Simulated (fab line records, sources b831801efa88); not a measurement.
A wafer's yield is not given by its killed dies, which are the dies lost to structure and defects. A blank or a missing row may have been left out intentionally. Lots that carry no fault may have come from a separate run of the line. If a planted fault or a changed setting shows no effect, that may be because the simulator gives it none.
Which of the tools did it? :: flow sky130 :: 30 wafers from 10 lots sampled at 3 of the route's 708 steps

== WHAT THE GAUGES SHOWED, per wafer ==
SKY_LI_CONTACT_RS_MEAS_22: measures by four-point-probe.
lot: L665
measured: day 29 05:50
on: film_metro-03
LI_CONTACT_W_RS (ohm/sq): 0.275 0.278 0.278

lot: L667
measured: day 30 06:10
on: film_metro-02
LI_CONTACT_W_RS (ohm/sq): 0.284 0.286 0.285

lot: L669
measured: day 30 23:09
on: film_metro-02
LI_CONTACT_W_RS (ohm/sq): 0.282 0.273 0.278

lot: L670
measured: day 31 06:39
on: film_metro-03
LI_CONTACT_W_RS (ohm/sq): 0.272 0.282 0.280

lot: L673
measured: day 31 18:53
on: film_metro-03
LI_CONTACT_W_RS (ohm/sq): 0.275 0.271 0.278

lot: L679
measured: day 33 19:37
on: film_metro-02
LI_CONTACT_W_RS (ohm/sq): 0.214 0.209 0.282 0.214 0.209 0.282

lot: L680
measured: day 33 23:49
on: film_metro-03
LI_CONTACT_W_RS (ohm/sq): 0.208 0.279 0.214 0.208 0.280 0.214

lot: L681
measured: day 34 10:18
on: film_metro-02
LI_CONTACT_W_RS (ohm/sq): 0.277 0.273 0.269

lot: L684
measured: day 35 10:21
on: film_metro-02
LI_CONTACT_W_RS (ohm/sq): 0.279 0.281 0.274

lot: L686
measured: day 36 02:01
on: film_metro-04
LI_CONTACT_W_RS (ohm/sq): 0.279 0.270 0.272

== EACH LOT AND THE TOOL THAT RAN IT (in order: tool; ch and the chambers of the sampled wafers; start) ==
lot: L665
SKY_LI_CONTACT_STRIP_16: plasma_asher-03 ch 0,1, day 29 05:16
SKY_LI_CONTACT_CVD_21: cvd_w-01 ch 0,1, day 29 05:43

lot: L667
SKY_LI_CONTACT_STRIP_16: plasma_asher-04 ch 0,1, day 30 05:35
SKY_LI_CONTACT_CVD_21: cvd_w-02 ch 0,1, day 30 06:02

lot: L669
SKY_LI_CONTACT_STRIP_16: plasma_asher-03 ch 0,1, day 30 22:35
SKY_LI_CONTACT_CVD_21: cvd_w-01 ch 0,1, day 30 23:01

lot: L670
SKY_LI_CONTACT_STRIP_16: plasma_asher-04 ch 0,1, day 31 06:04
SKY_LI_CONTACT_CVD_21: cvd_w-01 ch 0,1, day 31 06:32

lot: L673
SKY_LI_CONTACT_STRIP_16: plasma_asher-01 ch 0,1, day 31 18:17
SKY_LI_CONTACT_CVD_21: cvd_w-01 ch 0,1, day 31 18:44

lot: L679
SKY_LI_CONTACT_STRIP_16: plasma_asher-04 ch 0, day 33 19:04
SKY_LI_CONTACT_CVD_21: cvd_w-02 ch 0,1, day 33 19:29

lot: L680
SKY_LI_CONTACT_STRIP_16: plasma_asher-04 ch 0,1, day 33 23:16
SKY_LI_CONTACT_CVD_21: cvd_w-02 ch 0,1, day 33 23:41

lot: L681
SKY_LI_CONTACT_STRIP_16: plasma_asher-03 ch 0,1, day 34 09:44
SKY_LI_CONTACT_CVD_21: cvd_w-01 ch 0,1, day 34 10:10

lot: L684
SKY_LI_CONTACT_STRIP_16: plasma_asher-04 ch 0,1, day 35 09:47
SKY_LI_CONTACT_CVD_21: cvd_w-01 ch 0,1, day 35 10:14

lot: L686
SKY_LI_CONTACT_STRIP_16: plasma_asher-03 ch 1, day 36 01:28
SKY_LI_CONTACT_CVD_21: cvd_w-01 ch 0,1, day 36 01:53
- SKY_LI_CONTACT_STRIP_16: strips in O2/N2.
- SKY_LI_CONTACT_CVD_21: deposits W, target thk 400 nm, time 120.56 s.

== THE ANSWER, worked out from the rows above alone ==
Rule: what is usual is taken from the lots themselves. The widest of any qualifying gaps counts: lots, ordered by their means at a reading, are off when they make up no more than a third of the lots, leave a main group of 4 or more, and stand apart from it by 3 or more times the standard deviation of that group's means. If all means in a main group match to the digits the tables above print for the reading, that group is not used. A lot without any number at a reading at which 4 lots or more have one is off too. The other lots that the step has rows for count as sound.
Off: L679, L680, seen at SKY_LI_CONTACT_RS_MEAS_22 (LI_CONTACT_W_RS). Main group: mean 0.277 ohm/sq, sd 0.0035.
A tool fits if, at a process step before that reading, it ran every lot that is off, and no sound lot after the first of them. The gauges at SKY_LI_CONTACT_RS_MEAS_22 are tried like those tools. One fits: SKY_LI_CONTACT_CVD_21 on cvd_w-02. Its last sound lot is L667 (day 30 06:02), its first lot that is off L679 (day 33 19:29): a fault that began between those two fits.

== WHAT HAD BEEN PUT IN BY THE SIMULATOR ==
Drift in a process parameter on cvd_w-02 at SKY_LI_CONTACT_CVD_21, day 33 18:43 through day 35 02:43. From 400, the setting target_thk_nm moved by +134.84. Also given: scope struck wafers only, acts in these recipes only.
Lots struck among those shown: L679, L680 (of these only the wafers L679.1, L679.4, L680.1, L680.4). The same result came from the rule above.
